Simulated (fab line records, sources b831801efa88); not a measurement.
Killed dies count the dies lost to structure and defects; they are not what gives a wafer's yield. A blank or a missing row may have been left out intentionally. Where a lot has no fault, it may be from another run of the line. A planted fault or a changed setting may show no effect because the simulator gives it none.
Which tool did it? ; flow gf180mcu ; Sampling: 15 lots, 45 wafers, 4 of 602 route steps

== WHAT THE GAUGES READ, wafer by wafer ==
GF_V1_OVL_MEAS_15. Usual: V1_OVL typically reads -1 nm, with standard deviation 5.4.
lot;measured;on;V1_OVL (nm);flag
L853;day 18 07:40;overlay-01;0 -1 -8;
L855;day 19 05:59;overlay-02;9 -4 2;
L856;day 19 22:26;overlay-02;-8 -5 -9;
L857;day 20 05:11;overlay-01;-6 -6 -4;
L858;day 20 20:37;overlay-01;2 6 -3;
L859;day 21 06:26;overlay-01;3 2 -3;
L860;day 22 00:58;overlay-01;-3 -4 -5;
L861;day 22 00:58;overlay-02;8 9 6;
L862;day 22 04:38;overlay-02;-12 -5 -7;
L865;day 22 22:05;overlay-01;1 -4 -5;
L866;day 23 09:51;overlay-02;2 0 12;
L868;day 24 07:47;overlay-01;- - -;OFF
L869;day 24 09:26;overlay-02;- - -;OFF
L870;day 24 16:47;overlay-02;- - -;OFF
L876;day 26 13:08;overlay-02;-11 -5 -3;

== TOOL THAT RAN EACH LOT (tool first, then ch and the chambers of the sampled wafers, then the start) ==
lot;GF_M1_METAL_ETCH_16;GF_M1_STRIP_17;GF_V1_PEB_12
L853;rieMetal-02 ch 0,1, day 17 05:37;plasmaAsher-04 ch 0,1, day 17 05:44;lithoTrack-04 ch 0, day 18 07:11
L855;rieMetal-02 ch 0, day 18 04:52;plasmaAsher-03 ch 0, day 18 04:59;lithoTrack-03 ch 0, day 19 05:31
L856;rieMetal-02 ch 0,1, day 18 19:46;plasmaAsher-02 ch 0,1, day 18 19:53;lithoTrack-04 ch 0, day 19 22:01
L857;rieMetal-04 ch 0,1, day 19 03:01;plasmaAsher-04 ch 0,1, day 19 03:08;lithoTrack-03 ch 0, day 20 04:43
L858;rieMetal-02 ch 0, day 19 18:47;plasmaAsher-03 ch 0,1, day 19 19:02;lithoTrack-04 ch 0, day 20 20:09
L859;rieMetal-04 ch 0,1, day 20 05:04;plasmaAsher-04 ch 0,1, day 20 05:11;lithoTrack-02 ch 0, day 21 05:58
L860;rieMetal-04 ch 0,1, day 20 22:38;plasmaAsher-03 ch 0,1, day 20 22:46;lithoTrack-02 ch 0, day 22 00:28
L861;rieMetal-03 ch 0,1, day 20 23:04;plasmaAsher-04 ch 0,1, day 20 23:11;lithoTrack-04 ch 0, day 22 00:30
L862;rieMetal-03 ch 0,1, day 21 02:56;plasmaAsher-04 ch 0,1, day 21 03:04;lithoTrack-02 ch 0, day 22 04:10
L865;rieMetal-04 ch 1, day 21 21:20;plasmaAsher-02 ch 0,1, day 21 21:27;lithoTrack-03 ch 0, day 22 21:37
L866;rieMetal-04 ch 0,1, day 22 09:19;plasmaAsher-02 ch 0,1, day 22 09:26;lithoTrack-03 ch 0, day 23 09:26
L868;rieMetal-04 ch 0,1, day 23 07:10;plasmaAsher-03 ch 0,1, day 23 07:17;lithoTrack-04, day 24 07:20
L869;rieMetal-02 ch 0,1, day 23 09:40;plasmaAsher-03 ch 0,1, day 23 09:48;lithoTrack-02, day 24 08:52
L870;rieMetal-04 ch 0,1, day 23 16:25;plasmaAsher-03 ch 0,1, day 23 16:32;lithoTrack-04, day 24 16:22
L876;rieMetal-03 ch 0,1, day 25 14:22;plasmaAsher-03 ch 0,1, day 25 14:29;lithoTrack-03 ch 0, day 26 12:42
- GF_M1_METAL_ETCH_16: etches the open film in Cl2/BCl3, stops on SiO2, target depth 750.8 nm, time 125.1 s.
- GF_M1_STRIP_17: strips in O2/N2.
- GF_V1_PEB_12: peb time 90 s.

== WHAT THE TOOLS THEMSELVES READ (means of the sampled wafers that have a number; where no wafer has one, the mark that the record gives instead) ==
GF_M1_METAL_ETCH_16. Usual: drypumpMotorCurrentA 5.85 A, standard deviation 0.22; heBacksideLeakSccm 3.4 sccm, standard deviation 0.41; oesProductAu 0.995 a.u., standard deviation 0.0049; throttleValvePct 28.225 %, standard deviation 0.0092.
lot;tool;drypumpMotorCurrentA (A);heBacksideLeakSccm (sccm);oesProductAu (a.u.);throttleValvePct (%);flag
L853;rieMetal-02;5.94;5.5;0.989;28.230;OFF
L855;rieMetal-02;5.93;3.4;0.995;28.225;
L856;rieMetal-02;5.98;3.5;0.991;28.225;
L857;rieMetal-04;5.72;3.3;0.995;28.224;
L858;rieMetal-02;5.93;3.4;1.000;28.223;
L859;rieMetal-04;5.75;3.3;0.991;28.233;
L860;rieMetal-04;5.73;3.3;0.999;28.218;
L861;rieMetal-03;5.83;3.2;0.998;28.226;
L862;rieMetal-03;5.83;3.1;0.996;28.218;
L865;rieMetal-04;5.78;3.4;0.989;28.229;
L866;rieMetal-04;5.70;3.3;0.995;28.218;
L868;rieMetal-04;5.73;3.3;0.995;28.220;
L869;rieMetal-02;5.94;3.4;0.992;28.227;
L870;rieMetal-04;5.71;3.3;0.992;28.233;
L876;rieMetal-03;6.08;3.1;0.998;28.221;

GF_M1_STRIP_17. Usual: drypumpMotorCurrentA 6.1 A, standard deviation 0.38; heaterPowerW 325 W, standard deviation 37; oesProductAu 0.535 a.u., standard deviation 0.0049; stripTimeToEndpointS 7.32 s, standard deviation 0.043.
lot;tool;drypumpMotorCurrentA (A);heaterPowerW (W);oesProductAu (a.u.);stripTimeToEndpointS (s);flag
L853;plasmaAsher-04;5.9;345;0.535;7.31;
L855;plasmaAsher-03;6.6;304;0.531;7.32;
L856;plasmaAsher-02;6.0;302;0.532;7.34;
L857;plasmaAsher-04;5.9;352;0.534;7.29;
L858;plasmaAsher-03;6.3;312;0.533;7.34;
L859;plasmaAsher-04;6.0;344;0.540;7.38;
L860;plasmaAsher-03;6.3;320;0.528;7.28;
L861;plasmaAsher-04;5.9;344;0.536;7.30;
L862;plasmaAsher-04;6.1;336;0.530;7.29;
L865;plasmaAsher-02;6.3;288;0.539;7.36;
L866;plasmaAsher-02;6.3;293;0.533;7.35;
L868;plasmaAsher-03;6.0;340;0.534;7.30;
L869;plasmaAsher-03;6.3;313;0.532;7.37;
L870;plasmaAsher-03;5.9;342;0.533;7.33;
L876;plasmaAsher-03;6.3;321;0.535;7.30;

GF_V1_PEB_12. Usual: chillPlateTempC 23.00 C, standard deviation 0.1; exhaustPa 44.9 Pa, standard deviation 0.93.
lot;tool;chillPlateTempC (C);exhaustPa (Pa);flag
L853;lithoTrack-04;23.01;43.4;
L855;lithoTrack-03;23.07;44.0;
L856;lithoTrack-04;23.08;45.0;
L857;lithoTrack-03;22.91;44.9;
L858;lithoTrack-04;23.09;44.8;
L859;lithoTrack-02;23.03;44.1;
L860;lithoTrack-02;23.05;45.5;
L861;lithoTrack-04;22.97;45.9;
L862;lithoTrack-02;23.09;44.6;
L865;lithoTrack-03;22.95;44.6;
L866;lithoTrack-03;23.07;44.7;
L868;lithoTrack-04;-;-;OFF
L869;lithoTrack-02;-;-;OFF
L870;lithoTrack-04;-;-;OFF
L876;lithoTrack-03;23.03;45.2;

== THE ANSWER, worked out from the rows above alone ==
Rule: lot off if the mean of its wafers having a number is beyond 3 standard deviations from the usual mean. Also off: a lot with no number at a reading for which 4 or more lots have one. All remaining lots with rows at the step are treated as sound. First the gauges in route order, then the tools' own readings, where a lot's mean is used as printed above. The first step at which some lot is off is used, and at that step the reading that is off furthest; a lot without a number counts as furthest.
Off: at GF_V1_OVL_MEAS_15 (V1_OVL), L868, L869, L870. Without a number there: L868, L869, L870.
If a tool, at a process step before that reading, ran all the lots that are off and no sound lot after the first of them, it fits. Not tried: the gauges at GF_V1_OVL_MEAS_15; whatever is off there is also off at GF_V1_PEB_12, on other tools, and gauge error can't account for it. No candidate that was tried fits.

== WHAT THE SIMULATOR PUT IN ==
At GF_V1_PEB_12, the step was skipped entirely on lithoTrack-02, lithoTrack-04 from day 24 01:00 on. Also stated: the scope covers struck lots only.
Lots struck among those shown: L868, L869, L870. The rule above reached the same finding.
